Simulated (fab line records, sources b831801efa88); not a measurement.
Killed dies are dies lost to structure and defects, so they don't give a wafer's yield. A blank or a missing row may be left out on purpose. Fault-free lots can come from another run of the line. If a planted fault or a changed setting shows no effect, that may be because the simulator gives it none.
What tool caused it? | flow gf180mcu | Sampling: 24 lots, 72 wafers, 6 of 602 route steps

WHAT EACH GAUGE READ, for each wafer
GF_V2_THK_MEAS_01.
lot  | measured     | on            | V2_CVD_00_THK (nm)
L074 | day 19 03:21 | film_metro-04 | 597 600 606
L075 | day 19 15:33 | film_metro-03 | 597 598 595
L076 | day 19 23:23 | film_metro-02 | 597 594 600
L077 | day 20 09:08 | film_metro-04 | 605 600 607
L078 | day 21 06:20 | film_metro-04 | 594 596 613
L079 | day 21 12:31 | film_metro-03 | 595 601 594
L080 | day 22 01:16 | film_metro-04 | 599 612 603
L081 | day 22 09:06 | film_metro-03 | 604 591 606
L082 | day 22 11:18 | film_metro-02 | 606 601 589
L083 | day 22 19:22 | film_metro-02 | 594 596 588
L084 | day 23 01:34 | film_metro-03 | 604 599 597
L085 | day 23 15:17 | film_metro-04 | 602 603 608
L086 | day 23 21:01 | film_metro-03 | 603 600 599
L087 | day 24 03:58 | film_metro-03 | 593 596 595
L088 | day 24 16:01 | film_metro-04 | 596 596 590
L089 | day 25 05:14 | film_metro-02 | 599 589 596
L090 | day 25 05:41 | film_metro-02 | 616 598 620
L091 | day 25 12:07 | film_metro-04 | 600 594 590
L092 | day 25 17:58 | film_metro-03 | 599 590 589
L093 | day 26 02:47 | film_metro-04 | 594 597 599
L094 | day 26 07:06 | film_metro-04 | 605 608 599
L095 | day 26 13:20 | film_metro-03 | 607 610 609
L096 | day 26 18:11 | film_metro-04 | 609 606 600
L097 | day 27 01:29 | film_metro-04 | 583 586 594

GF_V2_BOW_MEAS_05.
lot  | measured     | on            | V2_BOW (um)
L074 | day 19 03:52 | film_metro-03 | 107 114 108
L075 | day 19 16:04 | film_metro-04 | 99 94 106
L076 | day 19 23:53 | film_metro-02 | 100 103 103
L077 | day 20 09:37 | film_metro-04 | 92 91 97
L078 | day 21 06:50 | film_metro-02 | 93 98 90
L079 | day 21 13:01 | film_metro-03 | 107 103 106
L080 | day 22 01:46 | film_metro-04 | 95 100 103
L081 | day 22 09:38 | film_metro-03 | 97 94 103
L082 | day 22 11:54 | film_metro-02 | 93 97 98
L083 | day 22 19:53 | film_metro-02 | 98 104 106
L084 | day 23 02:05 | film_metro-03 | 111 101 106
L085 | day 23 15:46 | film_metro-04 | 97 101 93
L086 | day 23 21:31 | film_metro-04 | 91 90 105
L087 | day 24 04:28 | film_metro-03 | 108 100 108
L088 | day 24 16:31 | film_metro-04 | 103 93 93
L089 | day 25 05:44 | film_metro-03 | 103 108 111
L090 | day 25 06:11 | film_metro-03 | 104 89 101
L091 | day 25 12:38 | film_metro-04 | 91 90 90
L092 | day 25 18:28 | film_metro-02 | 93 91 93
L093 | day 26 03:18 | film_metro-04 | 104 106 97
L094 | day 26 07:37 | film_metro-03 | 116 104 108
L095 | day 26 13:50 | film_metro-03 | 103 99 96
L096 | day 26 18:45 | film_metro-04 | 108 89 111
L097 | day 27 02:01 | film_metro-03 | 99 98 101

GF_M3_THK_MEAS_06: measures by xrf.
lot  | measured     | on            | M3_ALCU_THK (nm)
L074 | day 20 05:31 | film_metro-03 | 459 461 457
L075 | day 20 17:45 | film_metro-02 | 450 445 452
L076 | day 21 02:23 | film_metro-02 | 459 453 446
L077 | day 21 11:31 | film_metro-02 | 448 447 446
L078 | day 22 08:34 | film_metro-03 | 467 463 452
L079 | day 22 14:28 | film_metro-01 | 453 454 456
L080 | day 23 02:55 | film_metro-02 | 447 449 454
L081 | day 23 11:37 | film_metro-03 | 458 453 457
L082 | day 23 12:43 | film_metro-02 | 448 458 451
L083 | day 23 20:27 | film_metro-03 | 450 449 452
L084 | day 24 04:14 | film_metro-03 | 448 459 453
L085 | day 24 15:42 | film_metro-02 | 441 442 436
L086 | day 24 22:11 | film_metro-02 | 443 445 441
L087 | day 25 04:01 | film_metro-03 | 451 452 452
L088 | day 25 15:43 | film_metro-02 | 455 449 452
L089 | day 26 05:35 | film_metro-03 | 462 450 460
L090 | day 26 06:11 | film_metro-01 | 445 443 442
L091 | day 26 11:26 | film_metro-01 | 453 448 451
L092 | day 26 17:47 | film_metro-01 | 447 459 456
L093 | day 27 02:08 | film_metro-01 | 453 458 454
L094 | day 27 05:52 | film_metro-01 | 438 445 444
L095 | day 27 12:16 | film_metro-02 | 449 446 451
L096 | day 27 16:59 | film_metro-03 | 464 468 465
L097 | day 27 23:46 | film_metro-03 | 465 462 461

GF_M3_CD_MEAS_14: the cd target is 280 nm.
lot  | measured     | on        | cd_nm (nm)
L074 | day 21 04:46 | cd_sem-02 | 282.0 283.0 284.0
L075 | day 21 17:45 | cd_sem-02 | 279.4 279.2 280.3
L076 | day 22 02:16 | cd_sem-02 | 278.6 279.7 279.3
L077 | day 22 11:10 | cd_sem-01 | 278.7 278.2 278.4
L078 | day 23 07:30 | cd_sem-02 | 281.3 280.1 281.4
L079 | day 23 13:02 | cd_sem-02 | 277.2 277.9 278.6
L080 | day 24 04:23 | cd_sem-01 | 279.2 278.8 279.4
L081 | day 24 09:59 | cd_sem-01 | 280.2 279.4 280.0
L082 | day 24 11:15 | cd_sem-01 | 280.9 279.6 280.2
L083 | day 24 18:49 | cd_sem-02 | 281.2 280.7 281.0
L084 | day 25 01:07 | cd_sem-01 | 280.6 279.6 279.4
L085 | day 25 13:22 | cd_sem-01 | 278.3 278.2 277.9
L086 | day 25 19:10 | cd_sem-01 | 279.1 278.9 280.0
L087 | day 26 00:17 | cd_sem-02 | 280.6 279.7 281.9
L088 | day 26 12:50 | cd_sem-01 | 281.6 280.5 280.5
L089 | day 27 01:47 | cd_sem-02 | 279.5 279.8 279.3
L090 | day 27 02:07 | cd_sem-01 | 277.8 277.8 278.1
L091 | day 27 06:52 | cd_sem-01 | 281.7 280.1 280.3
L092 | day 27 14:07 | cd_sem-02 | 279.0 280.0 279.2
L093 | day 27 22:39 | cd_sem-02 | 280.8 279.8 279.7
L094 | day 28 01:08 | cd_sem-01 | 281.7 281.5 280.7
L095 | day 28 07:43 | cd_sem-02 | 279.6 279.4 279.7
L096 | day 28 13:10 | cd_sem-02 | 279.3 279.5 279.9
L097 | day 28 18:16 | cd_sem-02 | 282.2 282.5 282.1

EACH LOT AND THE TOOL THAT RAN IT (in order: tool; ch and the chambers of the sampled wafers; start)
lot  | GF_V1_ETCH_17                                 | GF_M2_METAL_ETCH_16
L074 | rie_diel-04 ch 0,3, day 19 02:39 or earlier   | rie_metal-04 ch 0,1, day 19 02:39
L075 | rie_diel-03 ch 1,3, day 19 14:51 or earlier   | rie_metal-02 ch 0,1, day 19 14:51
L076 | rie_diel-03 ch 1,2,3, day 19 22:37 or earlier | rie_metal-03 ch 0,1, day 19 22:37
L077 | rie_diel-03 ch 0,1,2, day 20 08:25 or earlier | rie_metal-02 ch 0,1, day 20 08:25
L078 | rie_diel-01 ch 0,1,3, day 21 05:37 or earlier | rie_metal-04 ch 0,1, day 21 05:37
L079 | rie_diel-04 ch 0,2,3, day 21 11:49 or earlier | rie_metal-02 ch 0,1, day 21 11:49
L080 | rie_diel-01 ch 1,2,3, day 22 00:31 or earlier | rie_metal-03 ch 0,1, day 22 00:31
L081 | rie_diel-01 ch 2,3, day 22 07:58 or earlier   | rie_metal-04 ch 0,1, day 22 07:58
L082 | rie_diel-01 ch 1,2,3, day 22 10:31 or earlier | rie_metal-03 ch 0,1, day 22 10:31
L083 | rie_diel-03 ch 0,1,2, day 22 18:35 or earlier | rie_metal-02 ch 0, day 22 18:35
L084 | rie_diel-01 ch 1,2, day 23 00:51 or earlier   | rie_metal-02 ch 0,1, day 23 00:51
L085 | rie_diel-01 ch 1,3, day 23 14:25 or earlier   | rie_metal-04 ch 0, day 23 14:25
L086 | rie_diel-03 ch 0,3, day 23 20:10 or earlier   | rie_metal-04 ch 0, day 23 20:10
L087 | rie_diel-04 ch 1,3, day 24 03:03 or earlier   | rie_metal-02 ch 1, day 24 03:03
L088 | rie_diel-01 ch 1,2,3, day 24 15:11 or earlier | rie_metal-03 ch 0, day 24 15:11
L089 | rie_diel-01 ch 0,1, day 25 04:24 or earlier   | rie_metal-03 ch 0, day 25 04:24
L090 | rie_diel-04 ch 1,2,3, day 25 04:58 or earlier | rie_metal-04 ch 0,1, day 25 04:58
L091 | rie_diel-03 ch 0,2,3, day 25 11:17 or earlier | rie_metal-02 ch 0,1, day 25 11:17
L092 | rie_diel-04 ch 0,2,3, day 25 17:16 or earlier | rie_metal-03 ch 0,1, day 25 17:16
L093 | rie_diel-03 ch 0,2, day 26 02:05 or earlier   | rie_metal-03 ch 0,1, day 26 02:05
L094 | rie_diel-01 ch 1,2,3, day 26 06:24 or earlier | rie_metal-02 ch 0,1, day 26 06:24
L095 | rie_diel-04 ch 1,2,3, day 26 12:16 or earlier | rie_metal-03 ch 0,1, day 26 12:16
L096 | rie_diel-01 ch 0,1,2, day 26 17:28 or earlier | rie_metal-04 ch 0,1, day 26 17:28
L097 | rie_diel-01 ch 0,1, day 27 00:40 or earlier   | rie_metal-04 ch 1, day 27 00:40
- GF_V1_ETCH_17: etches SiO2 in C4F8/O2/Ar, stops on TiN, target depth 630 nm.
- GF_M2_METAL_ETCH_16: etches the open film in Cl2/BCl3, stops on SiO2, target depth 627.5 nm, time 104.6 s.

WHAT THE TOOLS THEMSELVES READ (means of the sampled wafers that have a number; where no wafer has one, the mark that the record gives instead)
GF_V1_ETCH_17.
lot  | tool        | oes_product_au (a.u.)
L074 | rie_diel-04 | 0.848
L075 | rie_diel-03 | 0.854
L076 | rie_diel-03 | 0.853
L077 | rie_diel-03 | 0.854
L078 | rie_diel-01 | 0.853
L079 | rie_diel-04 | 0.853
L080 | rie_diel-01 | 0.852
L081 | rie_diel-01 | 0.856
L082 | rie_diel-01 | 0.856
L083 | rie_diel-03 | 0.863
L084 | rie_diel-01 | 0.857
L085 | rie_diel-01 | 0.854
L086 | rie_diel-03 | 0.855
L087 | rie_diel-04 | 0.855
L088 | rie_diel-01 | 0.854
L089 | rie_diel-01 | 0.855
L090 | rie_diel-04 | 0.855
L091 | rie_diel-03 | 0.855
L092 | rie_diel-04 | 0.858
L093 | rie_diel-03 | 0.854
L094 | rie_diel-01 | 0.858
L095 | rie_diel-04 | 0.857
L096 | rie_diel-01 | 0.861
L097 | rie_diel-01 | 0.859

GF_M2_METAL_ETCH_16.
lot  | tool         | drypump_motor_current_A (A) | oes_product_au (a.u.) | throttle_valve_pct (%)
L074 | rie_metal-04 | 5.5                         | 0.975                 | 28.252
L075 | rie_metal-02 | 5.9                         | 0.979                 | 28.235
L076 | rie_metal-03 | 5.4                         | 0.977                 | 28.241
L077 | rie_metal-02 | 5.9                         | 0.974                 | 28.258
L078 | rie_metal-04 | 5.2                         | 0.965                 | 28.264
L079 | rie_metal-02 | 5.9                         | 0.965                 | 28.261
L080 | rie_metal-03 | 5.5                         | 0.980                 | 28.236
L081 | rie_metal-04 | 5.5                         | 0.973                 | 28.250
L082 | rie_metal-03 | 5.4                         | 0.973                 | 28.246
L083 | rie_metal-02 | 6.0                         | 0.972                 | 28.249
L084 | rie_metal-02 | 5.9                         | 0.971                 | 28.243
L085 | rie_metal-04 | 5.8                         | 0.972                 | 28.261
L086 | rie_metal-04 | 5.8                         | 0.977                 | 28.247
L087 | rie_metal-02 | 5.6                         | 0.967                 | 28.247
L088 | rie_metal-03 | 5.6                         | 0.972                 | 28.255
L089 | rie_metal-03 | 5.6                         | 0.974                 | 28.245
L090 | rie_metal-04 | 5.2                         | 0.964                 | 28.260
L091 | rie_metal-02 | 5.7                         | 0.976                 | 28.259
L092 | rie_metal-03 | 5.4                         | 0.970                 | 28.262
L093 | rie_metal-03 | 5.4                         | 0.980                 | 28.234
L094 | rie_metal-02 | 5.8                         | 0.969                 | 28.250
L095 | rie_metal-03 | 5.5                         | 0.975                 | 28.246
L096 | rie_metal-04 | 5.2                         | 0.977                 | 28.246
L097 | rie_metal-04 | 4.9                         | 0.966                 | 28.255

THE ANSWER, worked out from the rows above alone
Rule: the usual values come from the lots themselves. The widest of any qualifying gaps counts: lots, ordered by their means at a reading, are off when they make up no more than a third of the lots, leave a main group of 4 or more, and stand apart from it by 3 or more times the standard deviation of that group's means. Not used: any main group whose means are identical at the precision the tables above print for the reading. Also off: a lot with no number at a reading for which 4 or more lots have one. All remaining lots with rows at the step are treated as sound. Order of review: gauges by route order, followed by the tools' own readings, for which a lot's mean as printed above is used. The first step at which some lot is off is used, and at that step the reading that is off furthest; a lot without a number counts as furthest.
No lot is off on any of the readings shown, so nothing can be concluded from this.

WHAT THE SIMULATOR HAD INSERTED
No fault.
